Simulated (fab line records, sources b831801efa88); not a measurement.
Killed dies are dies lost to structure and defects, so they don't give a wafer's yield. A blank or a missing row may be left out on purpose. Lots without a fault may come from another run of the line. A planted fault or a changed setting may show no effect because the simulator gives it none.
One fault seen from 2 desks | flow sky130 | each desk has only its own numbers; what lay behind them comes last

THE TOOL OWNER'S DESK: implanter-04
The tool's own readings at SKY_PWDE_IMPLANT_08: means of the sampled wafers that have a number, for each lot that ran on this tool. A lot is out of limits, marked OUT, if its mean lies more than 4 standard deviations from the usual mean; the brackets give that distance.
Columns: A = beam_on_s at SKY_PWDE_IMPLANT_08, usual 9.96 s; B = dose_ions_cm2 at SKY_PWDE_IMPLANT_08, usual 3.6e+12; C = faraday_current_uA at SKY_PWDE_IMPLANT_08, usual 20.4
lot  | first seen here | A               | B       | C
L879 | day 4 01:40     | 9.85            | 3.6e+12 | 20.5
L880 | day 4 05:40     | 10.05           | 3.6e+12 | 20.2
L882 | day 4 19:20     | 9.91            | 3.6e+12 | 20.5
L883 | day 5 00:59     | 9.91            | 3.6e+12 | 20.4
L888 | day 6 01:59     | 9.90            | 3.6e+12 | 20.4
L899 | day 8 19:26     | 13.29 (+17) OUT | 3.6e+12 | 15.2 (-13) OUT
L900 | day 9 01:43     | 13.50 (+18) OUT | 3.6e+12 | 15.1 (-13) OUT
This desk's finding: out of limits on L899, L900; first on L899, day 8 19:26 (beam_on_s at SKY_PWDE_IMPLANT_08). In limits: L879, L880, L882, L883, L888.

THE METROLOGY DESK
What the gauges read, lot by lot, whatever tool the lot ran on: means of the sampled wafers that have a number. A lot is out of limits, marked OUT, if its mean lies more than 4 standard deviations from the usual mean; the brackets give that distance.
Columns: A = FIELD_ISO_CVD_24_THK at SKY_FIELD_ISO_THK_MEAS_25, usual 597 nm; B = PWDE_TW at SKY_PWDE_TW_MEAS_10, usual 374.4; C = PWDE_RS at SKY_NWELL_RS_MEAS_31, usual 5284 ohm/sq
lot  | first seen here | A   | B               | C
L879 | day 2 13:45     | 595 | 376.6           | 5285
L880 | day 2 16:24     | 589 | 374.0           | 5270
L882 | day 3 04:36     | 600 | 372.2           | 5297
L883 | day 3 11:18     | 593 | 373.9           | 5305
L884 | day 3 14:09     | 592 | 371.7           | 5283
L888 | day 4 09:20     | 599 | 374.6           | 5292
L889 | day 4 19:26     | 593 | 369.4           | 5296
L894 | day 5 18:35     | 595 | 373.2           | 5275
L899 | day 6 20:17     | 593 | 409.6 (+15) OUT | 4231 (-50) OUT
L900 | day 7 03:32     | 598 | 408.3 (+15) OUT | 4218 (-51) OUT
L901 | day 7 06:48     | 594 | 377.8           | 5289
This desk's finding: out of limits on L899, L900; first on L899, day 8 19:41 (PWDE_TW at SKY_PWDE_TW_MEAS_10). In limits: L879, L880, L882, L883, L884, L888, L889, L894, L901.

PUT TOGETHER
The tool owner's desk could have raised an alarm at day 8 19:26, on L899, L900.
The metrology desk could have raised an alarm at day 8 19:41, on L899, L900.
Of the lots named, all ran SKY_PWDE_IMPLANT_08 on implanter-04.

WHAT THE SIMULATOR HAD PUT IN
Process parameter drift: implanter-04, from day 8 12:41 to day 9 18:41, at SKY_PWDE_IMPLANT_08. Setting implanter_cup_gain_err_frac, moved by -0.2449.
Lots struck among those shown: L899, L900.
Hours from the fault's start to each desk's first reading out of limits: the tool owner's desk, 7; the metrology desk, 7.
